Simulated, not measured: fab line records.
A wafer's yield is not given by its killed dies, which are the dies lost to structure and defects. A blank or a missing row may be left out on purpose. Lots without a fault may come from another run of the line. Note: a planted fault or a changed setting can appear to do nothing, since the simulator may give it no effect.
A struck lot beside a sound one + flow gf180mcu + 16 steps out of a route of 602
Sound: wafers L962.3, L962.5, L962.6. Wafers L978.1, L978.2, L978.3 were the ones struck. Last of all comes the cause.
Per side, at each step with rows, come the tool, then ch with its chambers, and then its first start. Under that, the readings that differ: sound wafers + struck wafers + difference of the means + sigmas: that difference in standard deviations of wafers without a fault.
alike: words and numbers the same on both sides, and readings whose means are apart by under 2 such deviations; not compared: readings that were withheld, readings missing a value for some wafer, numbers with overlapping values and no deviation given by the record, and bounds like >300 which may hide the same value.
The two part at a step that has a row with sigmas, a row that says differs or no value, or rows on one side only. Non-overlapping numbers with no deviation appear without sigmas and do not part them. A reading missing from all wafers of one side parts the sides only when that side holds two or more wafers.

first, 3 steps without rows for these wafers: GF_M5_EXPOSE_04 (exposes mask Metal5, target cd 280 nm); GF_M5_PEB_05 (peb time 90 s); GF_M5_DEVELOP_06 (develop time 60 s).
GF_M5_CD_MEAS_07 targets a cd of 280 nm.
  sound on cdSem-02, day 26 06:29; struck on cdSem-01, day 31 10:06
  alike: cdNm
GF_M5_OVL_MEAS_08:
  sound on overlay-01, day 26 06:35; struck on overlay-01, day 31 10:13
  alike: M5_OVL
GF_M5_ETCH_09: etches Si3N4 in CF4/O2, target depth 52 nm, time 11.6 s.
  sound on rieDiel-04 ch 0,2,3, day 26 06:36; struck on rieDiel-03 ch 0,2,3, day 31 10:16
  alike: cf4FlowSccm, drypumpMotorCurrentA, oesProductAu, throttleValvePct
  not compared: rfHoursCounterH
GF_M5_METAL_ETCH_10: etches the open film in Cl2/BCl3, stops on SiO2, target depth 627.5 nm, time 104.6 s.
  sound on rieMetal-03 ch 0,1, day 26 06:40; struck on rieMetal-02 ch 0,1, day 31 10:17
  alike: drypumpMotorCurrentA, oesProductAu, throttleValvePct
  not compared: rfHoursCounterH
GF_M5_STRIP_11: strips in O2/N2.
  sound on plasmaAsher-03 ch 0,1, day 26 06:46; struck on plasmaAsher-02 ch 0,1, day 31 10:24
  alike: drypumpMotorCurrentA, heaterPowerW, oesProductAu, stripTimeToEndpointS
  not compared: rfHoursCounterH
then, 3 steps without rows for these wafers: GF_M5_STRIP_12 (strips in post etch residue remover, time 1200 s); GF_M5_CLEAN_13 (cleans in DIW); GF_V5_CVD_00 (deposits SiO2, target thk 300 nm, time 50 s).
GF_V5_THK_MEAS_01:
  sound on filmMetro-02, day 26 07:20; struck on filmMetro-03, day 31 11:03
  alike: V5_CVD_00_THK
GF_V5_CVD_02: deposits SiO2 from TEOS, target thk 1450 nm, time 163.28 s.
  sound on pecvd-03 ch 0,2, day 26 07:23; struck on pecvd-03 ch 0,1,2, day 31 11:07
| reading                            | sound             | struck            | difference | sigmas |
|------------------------------------|-------------------|-------------------|------------|--------|
| rfFwdPowerW (W)                    | 599.9 600.8 598.6 | 502.7 500.1 501.7 | -98.3      | -58    |
| model.SiO2_of_V5_CVD_02.thkNm (nm) | 1469 1477 1464    | 1352 1363 1361    | -111       |        |
  alike: heaterPowerW
GF_V5_THK_MEAS_03:
  sound on filmMetro-02, day 26 07:30; struck on filmMetro-03, day 31 11:13
| reading            | sound          | struck         | difference | sigmas |
|--------------------|----------------|----------------|------------|--------|
| V5_CVD_02_THK (nm) | 1470 1477 1465 | 1351 1363 1359 | -113       | -7     |
GF_V5_CMP_04: polishes SiO2.
  sound on cmp-02 ch 0,3, day 26 07:35; struck on cmp-01 ch 0,2,3, day 31 11:40
  alike: motorCurrentA, slurryFilterDpKPa
GF_PASSIVATION_PROBE_99:
  the record has rows for the sound wafers here (prober-02, day 29 01:22) and none for the struck ones

== WHERE THEY PART ==
At GF_V5_CVD_02 first; at GF_PASSIVATION_PROBE_99 last (within this record only).

WHY: what had been put in by the simulator
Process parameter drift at GF_V5_CVD_02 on pecvd-03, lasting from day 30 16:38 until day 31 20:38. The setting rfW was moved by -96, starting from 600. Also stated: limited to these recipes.
